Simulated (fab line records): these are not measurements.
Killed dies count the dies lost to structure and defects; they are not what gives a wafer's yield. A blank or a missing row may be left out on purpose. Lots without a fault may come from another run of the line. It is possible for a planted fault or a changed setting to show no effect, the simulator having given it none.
Matching of chambers :: flow gf180mcu :: 3 sister chambers for GF_V4_CVD_02 on pecvd-02
The step deposits SiO2 from TEOS, target thk 850 nm, time 94.851 s. 3 wafers are shown with their chamber, then 11 later ones without.

## EACH WAFER AND ITS CHAMBER
wafer: L084.4
chamber: 0
rf_fwd_power_W (W): 598.2

wafer: L085.6
chamber: 1
rf_fwd_power_W (W): 594.6

wafer: L087.1
chamber: 2
rf_fwd_power_W (W): 595.0

## WAFERS WHOSE CHAMBER IS MISSING
wafer: L087.5
rf_fwd_power_W (W): 593.8

wafer: L087.6
rf_fwd_power_W (W): 595.0

wafer: L092.1
rf_fwd_power_W (W): 596.1

wafer: L092.3
rf_fwd_power_W (W): 592.8

wafer: L092.6
rf_fwd_power_W (W): 593.9

wafer: L093.1
rf_fwd_power_W (W): 596.3

wafer: L093.2
rf_fwd_power_W (W): 591.1

wafer: L093.5
rf_fwd_power_W (W): 596.9

wafer: L095.1
rf_fwd_power_W (W): 592.5

wafer: L095.5
rf_fwd_power_W (W): 597.0

wafer: L095.6
rf_fwd_power_W (W): 593.6

## WHICH CHAMBER EACH ONE RAN IN
wafer: L087.5
from the rows above: can't be placed: 1 or 2
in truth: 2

wafer: L087.6
from the rows above: can't be placed: 2 or 1
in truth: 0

wafer: L092.1
from the rows above: can't be placed: 2 or 1 or 0
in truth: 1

wafer: L092.3
from the rows above: can't be placed: 1 or 2
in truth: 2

wafer: L092.6
from the rows above: can't be placed: 1 or 2
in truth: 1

wafer: L093.1
from the rows above: can't be placed: 2 or 1 or 0
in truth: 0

wafer: L093.2
from the rows above: can't be placed: 1 or 2
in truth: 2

wafer: L093.5
from the rows above: can't be placed: 0 or 2 or 1
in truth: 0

wafer: L095.1
from the rows above: can't be placed: 1 or 2
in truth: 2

wafer: L095.5
from the rows above: can't be placed: 0 or 2 or 1
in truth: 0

wafer: L095.6
from the rows above: can't be placed: 1 or 2
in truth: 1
0 of 11 placed correctly. From these rows, 11 cannot be placed; in 10 the true chamber is one of the candidates. 0 placed wrongly.
How it was worked out, from the rows above alone: a wafer's distance from a chamber is the root of the sum, over the readings, of the square of ((its reading less the chamber's mean) divided by the reading's scatter). The wafer belongs to the nearest chamber; if the next one is less than 2 further off, it can't be placed. Each chamber's mean is taken over the wafers shown for it. The scatter (one wafer shown for each chamber): square how far every hidden wafer sits from the nearest shown wafer, average those squares and take the square root.
